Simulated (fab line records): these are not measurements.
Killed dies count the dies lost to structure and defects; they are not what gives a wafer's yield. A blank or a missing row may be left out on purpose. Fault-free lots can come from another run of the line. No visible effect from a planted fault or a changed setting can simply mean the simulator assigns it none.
Problem report in the 8D (eight disciplines) form, filled by code | flow gf180mcu | the parts of the form that need people (team, actions taken, sign-off) are left out

1. WHAT IS WRONG
At GF_STI_WET_ETCH_26, runLengthS averages 100.5 s over 6 wafers from 2 lots, while fault-free wafers read 214.3 s, standard deviation 2.6. Measured from the usual mean, that is -44 standard deviations.
The step: etches SiO2 in dHF, target depth 94 nm, time 188 s.
The first sign was on wafer L962.3 at day 5 03:32, on wetBench-03. At this step, 42 wafers from 14 lots have a number in the record. The rule behind "out" and "out of limits": a value lying over 4 standard deviations away from the usual mean. All remaining wafers that have a number are taken as sound.

2. WHAT IT IS, AND WHAT IT ISN'T
question                    | is                     | is not
which readings at this step | runLengthS             | -
which lots                  | L962, L963             | L949, L951, L952, L953, L955, L956, L957, L958, L959, L961, L964, L965
which wafers of those lots  | all that have a number | -
read on which tools         | wetBench-03            | wetBench-01, wetBench-02
when                        | from day 5 03:32       | up to then (30 sound wafers); but 6 sound wafers of L964, L965 came after

3. WHAT RULES OUT EACH SUSPECT
Counting: a tool at any process step up to the reading remains a suspect when it ran all the lots that are out and ran no sound lot after the first of those.
- wetBench-03 at GF_STI_WET_ETCH_26 (etches SiO2 in dHF, target depth 94 nm, time 188 s): kept. It ran every lot that is out, first L962 (day 5 03:32), and no sound lot after that; its last sound lot up to then is L961 (day 4 23:36). Its own runLengthS readings are out on those wafers.
The count leaves wetBench-03 at GF_STI_WET_ETCH_26.

4. THE CAUSE (what the simulator had put in)
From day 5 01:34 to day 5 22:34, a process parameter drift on wetBench-03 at GF_STI_WET_ETCH_26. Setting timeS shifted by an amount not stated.
This tool alone remained once counting was done.

5. THE CHAIN OF EFFECTS, in route order
Rows list readings where the struck wafers' mean (over those with a number) sits beyond 3 standard deviations from the usual. Readings are gone through only where the record gives a usual standard deviation; hours: the median, over the lots, of the time from a lot's start at the first step in this table giving one to that lot's start at this step; sigmas: the change measured in usual standard deviations.
hours | step               | reading    | usual   | on struck wafers | change | sigmas
0     | GF_STI_WET_ETCH_26 | runLengthS | 214.3 s | 100.5            | -113.8 | -44
Its process steps:
- GF_STI_WET_ETCH_26: etches SiO2 in dHF, target depth 94 nm, time 188 s.
At these later measuring or inspecting steps, every struck wafer for which the step has a row has a number for every such reading, and none has moved that far: GF_PSD_CD_MEAS_07, GF_SAB_OVL_MEAS_10, GF_CONTACT_THK_MEAS_01.

6. WHAT WOULD HAVE CAUGHT IT SOONER
The fault began at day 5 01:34; the first out-of-limits reading in this record came at day 5 03:32, 2 hours later.
